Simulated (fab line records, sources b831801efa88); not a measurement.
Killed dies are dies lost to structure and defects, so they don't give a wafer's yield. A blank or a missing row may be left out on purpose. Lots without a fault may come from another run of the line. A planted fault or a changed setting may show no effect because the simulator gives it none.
Which tool did it? | flow sky130 | 13 lots, 39 wafers sampled, at 5 steps of a route of 708

WHAT THE GAUGES READ, wafer by wafer
SKY_RES_PROTECT_TW_MEAS_08. Usual: POLY_GATE_TW 4035, standard deviation 28.
lot  | measured     | on            | POLY_GATE_TW   | flag
L224 | day 16 07:16 | film_metro-02 | 4070 4077 4095 |
L225 | day 16 11:34 | film_metro-01 | 4032 4029 4035 |
L226 | day 16 19:31 | film_metro-04 | 4019 4011 4025 |
L227 | day 17 01:59 | film_metro-02 | 4042 4034 4045 |
L228 | day 17 10:38 | film_metro-04 | 4014 4011 3996 |
L229 | day 18 05:14 | film_metro-02 | 30 30 30       | OFF
L232 | day 19 01:40 | film_metro-01 | 4048 4055 4018 |
L234 | day 19 23:25 | film_metro-02 | 4083 4060 4056 |
L238 | day 21 13:08 | film_metro-01 | 3968 3976 4005 |
L240 | day 21 20:02 | film_metro-01 | 3981 3989 3994 |
L241 | day 22 08:53 | film_metro-02 | 4069 4047 4061 |
L243 | day 22 23:30 | film_metro-04 | 4063 4066 4060 |
L244 | day 23 06:27 | film_metro-01 | 4048 4045 4056 |

SKY_CONTACT_BOW_MEAS_05. Usual: CONTACT_BOW 84 um, standard deviation 7.8.
lot  | measured     | on            | CONTACT_BOW (um) | flag
L224 | day 31 12:38 | film_metro-01 | 79 77 84         |
L225 | day 31 21:05 | film_metro-03 | 76 93 88         |
L226 | day 32 03:41 | film_metro-03 | 87 87 95         |
L227 | day 32 05:52 | film_metro-03 | 91 85 83         |
L228 | day 32 15:05 | film_metro-04 | 84 76 73         |
L229 | day 33 09:43 | film_metro-01 | 89 73 80         |
L232 | day 34 04:37 | film_metro-03 | 85 94 89         |
L234 | day 34 17:57 | film_metro-03 | 83 95 79         |
L238 | day 36 07:21 | film_metro-04 | 74 80 82         |
L240 | day 36 10:26 | film_metro-03 | 82 84 74         |
L241 | day 36 22:37 | film_metro-04 | 91 84 76         |
L243 | day 37 19:08 | film_metro-03 | 92 90 86         |
L244 | day 37 12:20 | film_metro-03 | 91 86 79         |

SKY_VIA2_CD_MEAS_12: target cd 200 nm. Usual: cd_nm 199.8 nm, standard deviation 1.3.
lot  | measured     | on        | cd_nm (nm)        | flag
L224 | day 37 09:19 | cd_sem-01 | 200.1 199.3 199.6 |
L225 | day 37 16:16 | cd_sem-02 | 200.0 199.7 201.1 |
L226 | day 37 20:16 | cd_sem-02 | 200.2 200.6 200.1 |
L227 | day 37 21:57 | cd_sem-01 | 198.4 199.0 199.0 |
L228 | day 38 07:59 | cd_sem-02 | 199.6 197.9 196.9 |
L229 | day 39 01:19 | cd_sem-02 | 200.2 200.1 201.0 |
L232 | day 39 18:08 | cd_sem-02 | 198.6 199.3 199.0 |
L234 | day 40 08:06 | cd_sem-01 | 200.9 200.3 201.1 |
L238 | day 41 18:39 | cd_sem-02 | 200.9 199.4 199.9 |
L240 | day 41 21:38 | cd_sem-02 | 200.0 202.3 199.9 |
L241 | day 42 09:31 | cd_sem-02 | 200.1 200.6 200.3 |
L243 | day 43 02:33 | cd_sem-02 | 201.3 201.1 201.0 |
L244 | day 42 20:39 | cd_sem-02 | 200.0 200.9 200.3 |

WHICH TOOL RAN EACH LOT (tool, then ch and the chambers of the sampled wafers, then the start)
lot  | SKY_RES_PROTECT_EXPOSE_04           | SKY_CONTACT_SPUTTER_23
L224 | iline_stepper-02 ch 0, day 15 18:11 | pvd_sputter-02, day 32 16:17
L225 | iline_stepper-01 ch 0, day 15 22:01 | pvd_sputter-03, day 33 02:04
L226 | iline_stepper-01 ch 0, day 16 04:46 | pvd_sputter-01, day 33 07:11
L227 | iline_stepper-02 ch 0, day 16 11:28 | pvd_sputter-01, day 33 09:37
L228 | iline_stepper-01 ch 0, day 16 20:55 | pvd_sputter-02, day 33 18:47
L229 | iline_stepper-02 ch 0, day 17 14:16 | pvd_sputter-03, day 34 13:29
L232 | iline_stepper-02 ch 0, day 18 10:33 | pvd_sputter-01, day 35 06:49
L234 | iline_stepper-01 ch 0, day 19 07:53 | pvd_sputter-02, day 35 20:22
L238 | iline_stepper-02 ch 0, day 20 21:34 | pvd_sputter-01, day 37 09:38
L240 | iline_stepper-02 ch 0, day 21 05:26 | pvd_sputter-01, day 37 13:33
L241 | iline_stepper-01 ch 0, day 21 18:44 | pvd_sputter-02, day 38 02:01
L243 | iline_stepper-02 ch 0, day 22 08:27 | pvd_sputter-02, day 38 21:25
L244 | iline_stepper-02 ch 0, day 22 15:19 | pvd_sputter-03, day 38 14:31
- SKY_RES_PROTECT_EXPOSE_04: exposes mask RPM, target cd 1270 nm.
- SKY_CONTACT_SPUTTER_23: material TiN, target thk 20 nm, time 80 s.

WHAT THE TOOLS THEMSELVES READ (means of the sampled wafers that have a number; where no wafer has one, the mark that the record gives instead)
SKY_CONTACT_SPUTTER_23. Usual: throttle_valve_pct 30.1 %, standard deviation 1.3.
lot  | tool           | throttle_valve_pct (%) | flag
L224 | pvd_sputter-02 | 30.3                   |
L225 | pvd_sputter-03 | 30.5                   |
L226 | pvd_sputter-01 | 29.8                   |
L227 | pvd_sputter-01 | 29.7                   |
L228 | pvd_sputter-02 | 29.2                   |
L229 | pvd_sputter-03 | 30.6                   |
L232 | pvd_sputter-01 | 30.3                   |
L234 | pvd_sputter-02 | 28.7                   |
L238 | pvd_sputter-01 | 30.8                   |
L240 | pvd_sputter-01 | 31.0                   |
L241 | pvd_sputter-02 | 29.3                   |
L243 | pvd_sputter-02 | 29.4                   |
L244 | pvd_sputter-03 | 30.4                   |

THE ANSWER, worked out from the rows above alone
Rule: a lot is off if the mean of its wafers that have a number lies more than 3 standard deviations from the usual mean. A lot without any number at a reading at which 4 lots or more have one is off too. The other lots that the step has rows for count as sound. The gauges are gone through in route order, then the tools' own readings, and for those a lot's mean is taken as printed above. The first step at which some lot is off is used, and at that step the reading that is off furthest; a lot without a number counts as furthest.
Off: L229, at SKY_RES_PROTECT_TW_MEAS_08 (POLY_GATE_TW).
A tool fits if, at a process step before that reading, it ran every lot that is off, and no sound lot after the first of them. The gauges at SKY_RES_PROTECT_TW_MEAS_08 are tried like those tools. None of those tried fits.

WHAT THE SIMULATOR HAD PUT IN
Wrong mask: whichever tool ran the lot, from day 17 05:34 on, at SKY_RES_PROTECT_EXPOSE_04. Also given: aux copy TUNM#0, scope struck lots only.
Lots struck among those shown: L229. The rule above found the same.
